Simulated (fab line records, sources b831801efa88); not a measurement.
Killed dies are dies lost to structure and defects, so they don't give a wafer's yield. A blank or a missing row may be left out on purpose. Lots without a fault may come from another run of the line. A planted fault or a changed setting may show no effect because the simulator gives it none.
Which tool did it? | flow sky130 | 13 lots, 39 wafers sampled, at 2 steps of a route of 708

WHAT THE GAUGES READ, wafer by wafer
SKY_VIA2_CD_MEAS_12: target cd 200 nm.
lot  | measured     | on        | cd_nm (nm)
L800 | day 36 21:11 | cd_sem-02 | 200.7 200.1 201.7
L799 | day 36 23:21 | cd_sem-02 | 200.8 199.3 200.9
L801 | day 37 04:20 | cd_sem-01 | 200.5 199.4 199.5
L803 | day 37 09:59 | cd_sem-01 | 202.2 201.2 201.4
L804 | day 37 19:14 | cd_sem-02 | 198.7 199.6 198.5
L809 | day 39 15:00 | cd_sem-01 | 200.5 201.4 200.3
L808 | day 39 22:00 | cd_sem-01 | 199.9 199.6 198.3
L810 | day 40 00:11 | cd_sem-02 | 200.4 201.9 201.6
L815 | day 41 09:01 | cd_sem-02 | 199.7 199.3 200.7
L816 | day 41 12:37 | cd_sem-02 | 199.0 199.3 199.7
L817 | day 41 15:55 | cd_sem-01 | 199.0 200.6 200.8
L818 | day 42 03:28 | cd_sem-01 | 199.2 200.6 200.8
L821 | day 42 21:05 | cd_sem-01 | 200.0 199.8 202.7

SKY_VIA2_THK_MEAS_23: measures by xrf.
lot  | measured     | on            | VIA2_W_THK (nm)
L800 | day 36 22:21 | film_metro-03 | 442 433 434
L799 | day 37 00:30 | film_metro-01 | 449 449 437
L801 | day 37 05:32 | film_metro-03 | 443 447 439
L803 | day 37 11:11 | film_metro-01 | 449 442 449
L804 | day 37 20:25 | film_metro-01 | 444 432 444
L809 | day 39 16:10 | film_metro-01 | 439 446 450
L808 | day 39 23:12 | film_metro-04 | 458 459 460
L810 | day 40 01:22 | film_metro-04 | 461 457 451
L815 | day 41 10:13 | film_metro-04 | 438 448 441
L816 | day 41 13:56 | film_metro-04 | 446 447 437
L817 | day 41 17:06 | film_metro-03 | 454 453 448
L818 | day 42 04:36 | film_metro-03 | 440 439 435
L821 | day 42 22:16 | film_metro-03 | 437 431 440

WHICH TOOL RAN EACH LOT (tool, then ch and the chambers of the sampled wafers, then the start)
The record holds no process step before these readings.

WHAT THE TOOLS THEMSELVES READ (means of the sampled wafers that have a number; where no wafer has one, the mark that the record gives instead)
The record holds no such reading with a usual standard deviation.

THE ANSWER, worked out from the rows above alone
Rule: what is usual is taken from the lots themselves. Put in order of their means at a reading, lots are off if they are a third of the lots or fewer, leave a main group of 4 or more, and stand apart from it by a gap of 3 or more times the standard deviation of the main group's means; of several such gaps the widest counts. A main group whose means are all the same, to the digits that the tables above print for the reading, isn't used. A lot without any number at a reading at which 4 lots or more have one is off too. The other lots that the step has rows for count as sound. The gauges are gone through in route order, then the tools' own readings, and for those a lot's mean is taken as printed above. The first step at which some lot is off is used, and at that step the reading that is off furthest; a lot without a number counts as furthest.
No lot is off at any reading shown: from this, nothing can be told.

WHAT THE SIMULATOR HAD PUT IN
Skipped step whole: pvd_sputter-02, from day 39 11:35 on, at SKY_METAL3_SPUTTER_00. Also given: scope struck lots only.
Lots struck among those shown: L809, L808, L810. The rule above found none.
